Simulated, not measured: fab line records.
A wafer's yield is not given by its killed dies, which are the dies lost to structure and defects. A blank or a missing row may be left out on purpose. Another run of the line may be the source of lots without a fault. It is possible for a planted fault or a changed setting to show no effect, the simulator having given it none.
fab line records | flow sky130
[record] lots = 6 wafers = 18 last_day = 48
route steps=708 shown VIA3@586 METAL4@598 PAD_OPEN@708
lots with no fault: from the same line, run without faults
start_h: hours from the record's first day to the start of the lot's first wafer shown | wait_h: hours from the lot's prior step to this one | " the same as in the row above | L1.1+2: a single row standing in for several wafers | - value missing, or start not given | * or withheld: withheld | < > ~ a bound
route shown NAME@n: names a module that has steps shown in the file, with the first one's number in the route | usual: average and standard deviation across the fault-free wafers | same: alike in all rows | chamber/n: place in a boat | sites: each site's reading | _std_site: the standard deviation of these | _edge_site: mean of outer sites minus mean of inner sites | radius_mm: for every site, how far away it sits from the centre of the wafer | mask NAME#n: copy n | behind: the last tool/chamber to shape the wafer | hold: what put the lot on hold/how long, in hours/how the hold closed | device: the transistor (n, p or np) that didn't switch | end of line: tests of these same wafers at the route's end | a step with no rows: only its recipe | killed: not the wafer's yield, but the dies lost to structure and defects at the first sort | map: the dies of a wafer, with x for killed, . for not killed, _ for no die there
set.NAME: the run value of the setting; set.NAME@STEP: its run value at that earlier step | model.NAME: the simulator's own value behind a step, which no gauge read
certain route steps with their lots: each step a table, each wafer a row
services: from which hour (start_h, from the record's first day; less than 0 if before it) a tool's chamber was out of use, for how many hours, and why
[[steps]]
[step SKY_VIA3_OVL_MEAS_13]
[usual] VIA3_OVL = -3/6
// columns lot.wafer tool chamber start_h wait_h VIA3_OVL[nm]
L751.1 overlay-01 - 943.40 0.1 -8
L751.3 " - " " -5
L751.6 " - " " -2
L753.1 overlay-01 - 980.27 0.1 -10
L753.2 " - " " -11
L753.6 " - " " -12
L760.3 overlay-02 - 1010.28 0.1 -10
L760.4 " - " " -14
L760.6 " - " " -14
L761.1 overlay-02 - 1017.07 0.1 -1
L761.2 " - " " -4
L761.4 " - " " -6
L762.1 overlay-02 - 1018.67 0.1 -9
L762.4 " - " " 2
L762.5 " - " " -8
L764.2 overlay-02 - 1028.77 0.1 -8
L764.3 " - " " -3
L764.4 " - " " -9
[step SKY_VIA3_ETCH_14]
[recipe] chemistry = N2/H2 target = BARC ion_energy_ev = 200 source_w = 500 bias_w = 100 pressure_mtorr = 30 n2_flow_sccm = 100 h2_flow_sccm = 200 stop_on = SiO2 time_s = 45.9 target_depth_a = 600
[step SKY_VIA3_ETCH_15]
[recipe] target = SiO2 chemistry = C4F8/O2/Ar target_depth_nm = 507 stop_on = TiN mask_material = KrF-thick source_w = 1500 bias_w = 1200 pressure_mtorr = 40 c4f8_flow_sccm = withheld O2_flow_sccm = 6 Ar_flow_sccm = 300 time_s = 78
[usual] oes_product_au = 0.946/0.0049
// columns lot.wafer tool chamber start_h wait_h oes_product_au rf_hours_counter_h
L751.1 rie_diel-04 2 943.48 0.0 0.949 15
L751.3 " 0 " " 0.945 7
L751.6 " 3 " " 0.947 -
L753.1 rie_diel-01 2 980.35 0.0 0.944 1
L753.2 " 1 " " 0.950 19
L753.6 " 2 " " 0.948 -
L760.3 rie_diel-01 2 1010.35 0.0 0.936 1
L760.4 " 0 " " 0.943 27
L760.6 " 3 " " 0.958 -
L761.1 rie_diel-02 1 1017.15 0.0 0.953 14
L761.2 " 2 " " 0.948 14
L761.4 " 0 " " 0.940 1
L762.1 rie_diel-04 1 1018.75 0.0 0.942 22
L762.4 " 0 " " 0.948 9
L762.5 " 1 " " 0.953 -
L764.2 rie_diel-04 2 1028.84 0.0 0.949 17
L764.3 " 3 " " 0.954 19
L764.4 " 2 " " 0.944 -
[step SKY_VIA3_STRIP_16]
[recipe] chemistry = O2/N2 power_w = 1400 pressure_mtorr = 1500 platen_temp_c = withheld o2_flow_sccm = 3000 n2_flow_sccm = 300 overash_fraction = 0.5
[usual] drypump_motor_current_A = 5.6/0.51 oes_product_au = 0.402/0.0045 strip_time_to_endpoint_s = 4.126/0.027
// columns lot.wafer tool chamber start_h wait_h drypump_motor_current_A oes_product_au rf_hours_counter_h strip_time_to_endpoint_s
L751.1 plasma_asher-01 0 943.54 0.0 5.5 0.404 121 4.148
L751.3 " 1 " " 5.2 0.399 - 4.076
L751.6 " 1 " " 5.2 0.402 - 4.173
L753.1 plasma_asher-01 0 980.41 0.0 5.5 0.404 124 4.124
L753.2 " 1 " " 5.2 0.408 124 4.140
L753.6 " 1 " " 5.2 0.402 - 4.086
L760.3 plasma_asher-04 1 1010.44 0.1 6.4 0.403 - 4.109
L760.4 " 0 " " 5.2 0.408 - 4.130
L760.6 " 0 " " 5.2 0.407 - 4.157
L761.1 plasma_asher-04 1 1017.21 0.0 6.4 0.397 24 4.119
L761.2 " 0 " " 5.1 0.407 24 4.154
L761.4 " 0 " " 5.1 0.398 - 4.108
L762.1 plasma_asher-02 1 1018.81 0.0 5.9 0.403 92 4.090
L762.4 " 0 " " 5.9 0.398 - 4.130
L762.5 " 1 " " 5.9 0.395 - 4.121
L764.2 plasma_asher-01 1 1028.90 0.0 5.2 0.408 129 4.108
L764.3 " 0 " " 5.5 0.400 - 4.136
L764.4 " 1 " " 5.2 0.403 - 4.115
[step SKY_VIA3_STRIP_17]
[recipe] chemistry = post_etch_residue_remover time_s = 1200 temp_c = 72.5
[step SKY_VIA3_CLEAN_18]
[recipe] chemistry = IPA time_s = 180 temp_c = 25
[step SKY_VIA3_CLEAN_19]
[recipe] chemistry = O3/DIW dry = n2_spin
[step SKY_VIA3_SPUTTER_20]
[recipe] material = TiN target_thk_nm = 20 chamber_pressure_pa = 5 power_w = 4000 time_s = 80
[usual] throttle_valve_pct = 30.2/0.95
// columns lot.wafer tool chamber start_h wait_h throttle_valve_pct
L751.1 pvd_sputter-02 - 944.18 0.0 29.9
L751.3 " - " " 29.5
L751.6 " - " " 29.8
L753.1 pvd_sputter-03 - 981.18 0.0 29.8
L753.2 " - " " 29.3
L753.6 " - " " 29.6
L760.3 pvd_sputter-03 - 1011.04 0.0 30.4
L760.4 " - " " 29.1
L760.6 " - " " 29.2
L761.1 pvd_sputter-03 - 1017.93 0.0 29.1
L761.2 " - " " 30.6
L761.4 " - " " 29.0
L762.1 pvd_sputter-02 - 1019.50 0.0 30.4
L762.4 " - " " 29.8
L762.5 " - " " 31.2
L764.2 pvd_sputter-01 - 1029.58 0.0 32.2
L764.3 " - " " 29.4
L764.4 " - " " 31.2
[step SKY_VIA3_CVD_21]
[recipe] material = W target_thk_nm = 390 time_s = 117.31 temp_c = 400 pressure_torr = 40
[usual] heater_power_w = 849/71
// columns lot.wafer tool chamber start_h wait_h heater_power_w
L751.1 cvd_w-01 0 944.24 0.0 854
L751.3 " 0 " " 832
L751.6 " 0 " " 820
L753.1 cvd_w-01 0 981.24 0.0 833
L753.2 " 1 " " 742
L753.6 " 1 " " 778
L760.3 cvd_w-02 1 1011.14 0.1 956
L760.4 " 0 " " 849
L760.6 " 1 " " 934
L761.1 cvd_w-01 1 1017.99 0.0 767
L761.2 " 0 " " 819
L761.4 " 1 " " 750
L762.1 cvd_w-01 0 1019.56 0.0 816
L762.4 " 1 " " 784
L762.5 " 1 " " 783
L764.2 cvd_w-02 0 1029.64 0.0 860
L764.3 " 0 " " 869
L764.4 " 1 " " 970
[step SKY_VIA3_RS_MEAS_22]
[recipe] thk_meas_gauge = four-point-probe reads = W_of_VIA3_CVD_21+TiN_of_VIA3_SPUTTER_20
[usual] VIA3_W_RS = 0.294/0.0035
// columns lot.wafer tool chamber start_h wait_h VIA3_W_RS[ohm/sq]
L751.1 film_metro-02 - 944.36 0.1 0.297
L751.3 " - " " 0.293
L751.6 " - " " 0.291
L753.1 film_metro-04 - 981.36 0.1 0.293
L753.2 " - " " 0.294
L753.6 " - " " 0.297
L760.3 film_metro-02 - 1011.26 0.1 0.296
L760.4 " - " " 0.300
L760.6 " - " " 0.296
L761.1 film_metro-04 - 1018.11 0.1 0.292
L761.2 " - " " 0.287
L761.4 " - " " 0.287
L762.1 film_metro-03 - 1019.68 0.1 0.289
L762.4 " - " " 0.290
L762.5 " - " " 0.291
L764.2 film_metro-03 - 1029.78 0.1 0.296
L764.3 " - " " 0.294
L764.4 " - " " 0.294
[step SKY_VIA3_THK_MEAS_23]
[recipe] thk_meas_gauge = xrf reads = W_of_VIA3_CVD_21
[usual] VIA3_W_THK = 388/5
// columns lot.wafer tool chamber start_h wait_h VIA3_W_THK[nm]
L751.1 film_metro-02 - 944.48 0.1 381
L751.3 " - " " 391
L751.6 " - " " 391
L753.1 film_metro-04 - 981.48 0.1 392
L753.2 " - " " 393
L753.6 " - " " 387
L760.3 film_metro-02 - 1011.36 0.1 385
L760.4 " - " " 378
L760.6 " - " " 384
L761.1 film_metro-04 - 1018.23 0.1 386
L761.2 " - " " 393
L761.4 " - " " 392
L762.1 film_metro-03 - 1019.80 0.1 400
L762.4 " - " " 397
L762.5 " - " " 398
L764.2 film_metro-03 - 1029.89 0.1 389
L764.3 " - " " 393
L764.4 " - " " 392
[step SKY_VIA3_CMP_24]
[recipe] stop_on = SiO2 t_overpolish_s = 20 down_force_psi = 3.5 platen_rpm = 60 target_thk_nm = 0 pad_velocity_m_s = 0.94248
[step SKY_METAL4_SPUTTER_00]
[recipe] material = Ti target_thk_nm = 15 power_w = 2933 time_s = 10 chamber_pressure_pa = 0.4
[usual] throttle_valve_pct = 30.1/0.67
// columns lot.wafer tool chamber start_h wait_h throttle_valve_pct model.Ti_of_METAL4_SPUTTER_00.thk_nm
L751.1 pvd_sputter-02 - 944.84 0.1 29.5 14.79
L751.3 " - " " 31.1 14.93
L751.6 " - " " 29.7 14.83
L753.1 pvd_sputter-02 - 981.84 0.1 30.0 14.81
L753.2 " - " " 30.2 14.75
L753.6 " - " " 29.5 14.66
L760.3 pvd_sputter-02 - 1011.70 0.1 30.1 13.54
L760.4 " - " " 30.7 13.37
L760.6 " - " " 30.4 13.44
L761.1 pvd_sputter-02 - 1018.59 0.2 30.0 13.45
L761.2 " - " " 30.9 13.35
L761.4 " - " " 29.8 13.29
L762.1 pvd_sputter-03 - 1020.16 0.1 29.0 14.29
L762.4 " - " " 29.9 14.5
L762.5 " - " " 28.9 14.6
L764.2 pvd_sputter-03 - 1030.24 0.2 28.9 14.75
L764.3 " - " " 30.6 14.65
L764.4 " - " " 29.6 14.61
[step SKY_METAL4_SPUTTER_01]
[recipe] material = TiN target_thk_nm = 20 power_w = 6500 time_s = 16.7 chamber_pressure_pa = 0.4
[usual] throttle_valve_pct = 30.1/0.67
// columns lot.wafer tool chamber start_h wait_h throttle_valve_pct
L751.1 pvd_sputter-02 - 944.86 0.0 29.6
L751.3 " - " " 31.0
L751.6 " - " " 30.0
L753.1 pvd_sputter-02 - 981.87 0.0 30.1
L753.2 " - " " 30.3
L753.6 " - " " 29.7
L760.3 pvd_sputter-02 - 1011.73 0.0 30.4
L760.4 " - " " 31.0
L760.6 " - " " 30.3
L761.1 pvd_sputter-02 - 1018.61 0.0 29.9
L761.2 " - " " 31.1
L761.4 " - " " 29.5
L762.1 pvd_sputter-03 - 1020.18 0.0 29.3
L762.4 " - " " 29.7
L762.5 " - " " 28.8
L764.2 pvd_sputter-03 - 1030.27 0.0 28.9
L764.3 " - " " 30.6
L764.4 " - " " 29.7
[step SKY_PAD_OPEN_PROBE_99]
[usual] defect_limited_yield = 82.4/1.8 killed_at_M0_to_M3 = 43/6.8 killed_at_M4_up = 3.1/1.6 killed_at_contacts = 24/5.4 killed_at_front_end = 16/4.4 killed_at_other = 0.2/0.48 killed_dies = 87/8.8 killed_open = 48/6.4 killed_short = 39/6.2 sort_bin_3_pad_short = 0.9/0.43 sort_bin_5_function = 10.5/1.4 sort_bin_6_memory = 6.2/1.1 sort_n_pass = 405/8.8 sort_yield_pct = 82.4/1.8
[same] gross_dies = 492 killed_at_back_side = 0 sort_bin_4_leakage[%] = 0 sort_bin_8_speed[%] = 0
// columns lot.wafer tool chamber start_h wait_h defect_limited_yield[%] killed_at_M0_to_M3 killed_at_M4_up killed_at_contacts killed_at_front_end killed_at_other killed_dies killed_open killed_short sort_bin_3_pad_short[%] sort_bin_5_function[%] sort_bin_6_memory[%] sort_n_pass sort_yield_pct[%]
L751.1 prober-01 - 1088.88 0.1 81.1 47 4 26 16 0 93 53 40 1.2 10.6 7.1 399 81.1
L751.3 prober-01 - 1088.98 0.2 83.1 43 4 26 10 0 83 49 34 0.6 10.0 6.3 409 83.1
L751.6 prober-01 - 1089.13 0.2 81.3 47 4 31 9 1 92 49 43 0.4 12.4 5.9 400 81.3
L760.3 prober-02 - 1145.67 0.2 83.1 42 3 23 15 0 83 43 40 1.0 10.0 5.9 409 83.1
L760.4 prober-02 - 1145.72 0.2 83.3 53 4 16 9 0 82 42 40 0 10.6 6.1 410 83.3
L760.6 prober-02 - 1145.82 0.2 82.1 48 4 22 14 0 88 48 40 0.8 9.6 7.5 404 82.1
L762.1 prober-02 - 1151.69 0.1 83.1 37 5 22 19 0 83 45 38 0.2 11.8 4.9 409 83.1
L762.4 prober-02 - 1151.84 0.2 82.7 45 5 19 15 1 85 48 37 1.0 10.6 5.7 407 82.7
L762.5 prober-02 - 1151.89 0.2 86.2 36 0 21 10 1 68 37 31 1.2 6.9 5.7 424 86.2
L764.2 prober-02 - 1159.28 0.1 82.1 44 0 33 11 0 88 49 39 0.8 8.9 8.1 404 82.1
L764.3 prober-02 - 1159.33 0.2 81.1 37 5 28 23 0 93 46 47 1.2 10.8 6.9 399 81.1
L764.4 prober-02 - 1159.38 0.2 76.0 57 5 32 22 2 118 64 54 1.0 14.6 8.3 374 76.0
// killed by level:class
L751.1 VIA1:geometric_particle:open=14 VIA1:geometric_particle:short=10 LI_CONTACT:geometric_particle:open=9 CONTACT:geometric_particle:open=6 METAL1:geometric_particle:short=5 FIELD_ISO:geometric_particle:open=4 LOCAL_INTERCONNECT:geometric_particle:open=4 CONTACT:geometric_particle:short=4
L751.3 CONTACT:geometric_particle:open=13 VIA1:geometric_particle:open=8 METAL1:geometric_particle:short=7 VIA3:geometric_particle:open=6 LI_CONTACT:geometric_particle:open=5 VIA1:geometric_particle:short=5 METAL2:geometric_particle:short=5 CONTACT:geometric_particle:short=4
L751.6 VIA1:geometric_particle:open=15 CONTACT:geometric_particle:open=11 METAL2:geometric_particle:short=8 LI_CONTACT:geometric_particle:short=6 LOCAL_INTERCONNECT:geometric_particle:short=5 VIA2:geometric_particle:open=5 METAL1:geometric_particle:short=4 POLY_GATE:geometric_particle:open=4
L760.3 VIA1:geometric_particle:open=13 CONTACT:geometric_particle:short=6 METAL1:geometric_particle:short=6 FIELD_ISO:geometric_particle:short=5 LOCAL_INTERCONNECT:geometric_particle:short=5 CONTACT:geometric_particle:open=5 METAL2:geometric_particle:short=5 VIA3:geometric_particle:open=5
L760.4 VIA2:geometric_particle:open=12 VIA1:geometric_particle:open=9 METAL1:geometric_particle:short=7 LOCAL_INTERCONNECT:geometric_particle:short=6 CONTACT:geometric_particle:open=5 VIA1:geometric_particle:short=5 VIA3:geometric_particle:open=5 FIELD_ISO:geometric_particle:short=4
L760.6 VIA1:geometric_particle:open=10 LI_CONTACT:geometric_particle:open=8 VIA2:geometric_particle:short=7 CONTACT:geometric_particle:open=6 METAL1:geometric_particle:short=6 VIA2:geometric_particle:open=6 METAL2:geometric_particle:short=5 POLY_GATE:geometric_particle:open=5
L762.1 CONTACT:geometric_particle:open=12 VIA1:geometric_particle:open=8 VIA2:geometric_particle:open=7 POLY_GATE:geometric_particle:open=4 POLY_GATE:geometric_particle:short=4 SPACER:geometric_particle:short=4 LI_CONTACT:geometric_particle:open=4 METAL2:geometric_particle:short=4
L762.4 VIA1:geometric_particle:open=12 CONTACT:geometric_particle:open=10 METAL2:geometric_particle:short=6 VIA2:geometric_particle:open=6 VIA3:geometric_particle:open=5 POLY_GATE:geometric_particle:short=4 POLY_GATE:geometric_particle:open=4 VIA1:geometric_particle:short=4
L762.5 CONTACT:geometric_particle:open=9 LI_CONTACT:geometric_particle:open=7 VIA3:geometric_particle:open=7 VIA1:geometric_particle:short=6 METAL2:geometric_particle:short=5 VIA2:geometric_particle:open=4 VIA1:geometric_particle:open=4 FIELD_ISO:geometric_particle:short=3
L764.2 CONTACT:geometric_particle:open=11 VIA1:geometric_particle:open=11 VIA1:geometric_particle:short=8 LI_CONTACT:geometric_particle:open=7 VIA2:geometric_particle:open=6 LOCAL_INTERCONNECT:geometric_particle:short=5 CONTACT:geometric_particle:short=5 METAL2:geometric_particle:short=5
L764.3 VIA1:geometric_particle:open=12 POLY_GATE:geometric_particle:open=9 CONTACT:geometric_particle:open=7 LOCAL_INTERCONNECT:geometric_particle:short=6 CONTACT:geometric_particle:short=6 METAL1:geometric_particle:short=6 METAL2:geometric_particle:short=5 VIA2:geometric_particle:open=5
L764.4 METAL1:geometric_particle:short=12 VIA1:geometric_particle:open=12 LI_CONTACT:geometric_particle:open=10 POLY_GATE:geometric_particle:open=9 CONTACT:geometric_particle:open=8 VIA2:geometric_particle:open=8 LOCAL_INTERCONNECT:geometric_particle:short=6 CONTACT:geometric_particle:short=6
[[services]]
// columns tool chamber start_h hours kind
plasma_asher-04 - 926.84 6.6 repair
rie_diel-01 2 927.36 - clean
rie_diel-01 2 927.36 - consumable_replace:showerhead
rie_diel-01 2 927.36 34.3 scheduled_down
rie_diel-01 2 927.36 34.3 vent_cycle
rie_diel-01 1 927.38 7.2 repair
pvd_sputter-03 - 928.44 5.1 repair
pvd_sputter-01 - 934.40 0.5 repair
rie_diel-02 - 954.11 0.7 repair
rie_diel-04 3 956.49 8.2 repair
cvd_w-01 1 957.82 1.7 repair
plasma_asher-04 - 958.24 2.8 pm
rie_diel-04 2 965.59 30.5 repair
pvd_sputter-01 - 970.09 9.2 repair
pvd_sputter-02 - 972.30 2.4 repair
rie_diel-04 0 983.80 3.0 repair
pvd_sputter-03 - 1003.58 5.0 repair
plasma_asher-01 - 1011.11 1.3 repair
plasma_asher-02 - 1015.00 3.8 repair
pvd_sputter-02 3 1020.63 - consumable_replace:kit
pvd_sputter-02 3 1020.63 18.0 scheduled_down
pvd_sputter-02 3 1020.63 18.0 vent_cycle
rie_diel-01 2 1025.53 2.7 repair
rie_diel-04 0 1027.04 2.8 repair
[[key]]
first_sign none at tools or gauges
[model_effect] step = SKY_METAL4_SPUTTER_00 value = Ti_of_METAL4_SPUTTER_00.thk_nm without = 14.67 struck = 13.41
met_at SKY_METAL4_SPUTTER_00
struck_wafers L760.3,L760.4,L760.6,L761.1,L761.2,L761.4
onset_between 981.84 1011.70
also_fits SKY_VIA3_STRIP_16:plasma_asher-04,SKY_VIA3_SPUTTER_20:pvd_sputter-03
[fault] kind = process_parameter_drift tool = pvd_sputter-02 chamber = - onset_h = 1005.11 steps = SKY_METAL4_SPUTTER_00 channel = time_s offset = * shape = step end_h = 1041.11 acts_in = * stated = *
